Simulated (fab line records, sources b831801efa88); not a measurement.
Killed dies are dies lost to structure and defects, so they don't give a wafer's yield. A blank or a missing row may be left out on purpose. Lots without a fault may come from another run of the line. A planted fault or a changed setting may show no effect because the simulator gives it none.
Tool commonality check | flow gf180mcu | 14 lots, 42 wafers sampled

WHY IT WAS OPENED
At GF_MVSD_TW_MEAS_11 the reading MVSD_TW is flagged on 2 of 14 lots. Wafers without a fault read 1583, standard deviation 6.8.
Rule: a lot is flagged when every wafer of it that has a number lies more than 4 standard deviations from that mean, or none has a number. The other lots count as sound.

lot  | measured    | on            | MVSD_TW, wafer by wafer | flag
L831 | day 4 21:38 | film_metro-04 | 1579 1583 1583          |
L835 | day 5 22:08 | film_metro-03 | 1587 1586 1579          |
L836 | day 6 02:31 | film_metro-04 | 1659 1673 1658          | FLAGGED
L837 | day 6 08:37 | film_metro-01 | 1653 1651 1649          | FLAGGED
L840 | day 7 02:26 | film_metro-01 | 1584 1580 1594          |
L843 | day 7 20:08 | film_metro-04 | 1587 1584 1584          |
L844 | day 8 03:05 | film_metro-03 | 1586 1591 1588          |
L845 | day 8 07:35 | film_metro-01 | 1585 1585 1596          |
L846 | day 8 13:41 | film_metro-01 | 1588 1574 1587          |
L848 | day 8 23:44 | film_metro-03 | 1575 1583 1598          |
L849 | day 9 04:22 | film_metro-04 | 1578 1571 1571          |
L850 | day 9 10:17 | film_metro-04 | 1579 1581 1582          |
L851 | day 9 18:14 | film_metro-04 | 1577 1576 1572          |
L852 | day 9 22:46 | film_metro-04 | 1586 1587 1580          |
The numbers of the flagged lots are 1657 on average: +74 against the usual, or +11 standard deviations.

WHICH TOOL RAN EACH LOT
The record holds 1 process step before the reading, out of a route of 602 steps. In each cell: the tool, then ch and the chambers that the sampled wafers went through, then the start.
lot  | flag    | GF_MVSD_IMPLANT_08
L831 |         | implanter-04 ch 0, day 4 21:14
L835 |         | implanter-03 ch 0, day 5 21:44
L836 | FLAGGED | implanter-04 ch 0, day 6 02:08
L837 | FLAGGED | implanter-04 ch 0, day 6 08:14
L840 |         | implanter-02 ch 0, day 7 02:02
L843 |         | implanter-02 ch 0, day 7 19:44
L844 |         | implanter-02 ch 0, day 8 02:43
L845 |         | implanter-03 ch 0, day 8 07:11
L846 |         | implanter-02 ch 0, day 8 13:17
L848 |         | implanter-03 ch 0, day 8 23:22
L849 |         | implanter-03 ch 0, day 9 03:58
L850 |         | implanter-02 ch 0, day 9 09:53
L851 |         | implanter-03 ch 0, day 9 17:50
L852 |         | implanter-04 ch 0, day 9 22:22
What these steps do:
- GF_MVSD_IMPLANT_08
- GF_MVSD_TW_MEAS_11

FLAGGED OVER TOTAL, TOOL BY TOOL (the gauges that took the reading come last)
step               | tool          | lots run | flagged | share of the flagged lots | sound lots run after its first flagged lot
GF_MVSD_IMPLANT_08 | implanter-02  | 5        | 0       | none                      | -
GF_MVSD_IMPLANT_08 | implanter-03  | 5        | 0       | none                      | -
GF_MVSD_IMPLANT_08 | implanter-04  | 4        | 2       | all                       | 1 (L852)
GF_MVSD_TW_MEAS_11 | film_metro-01 | 4        | 1       | some                      | 3 (L840,L845,L846)
GF_MVSD_TW_MEAS_11 | film_metro-03 | 3        | 0       | none                      | -
GF_MVSD_TW_MEAS_11 | film_metro-04 | 7        | 1       | some                      | 5 (L843,L849,L850,L851,L852)

WHAT THE TABLE ALLOWS
1 row of the table ran every flagged lot: implanter-04 at GF_MVSD_IMPLANT_08.
- implanter-04 at GF_MVSD_IMPLANT_08: 2 of its 4 lots flagged. Sound lots ran on it after the first flagged one (L852), which a lasting fault on the whole tool wouldn't allow. Its own readings lie more than 4 standard deviations out on every wafer of the flagged lots: dose_ions_cm2, faraday_current_uA.
No row of the table ran every flagged lot and no sound lot after the first.

WHAT THE SIMULATOR HAD PUT IN
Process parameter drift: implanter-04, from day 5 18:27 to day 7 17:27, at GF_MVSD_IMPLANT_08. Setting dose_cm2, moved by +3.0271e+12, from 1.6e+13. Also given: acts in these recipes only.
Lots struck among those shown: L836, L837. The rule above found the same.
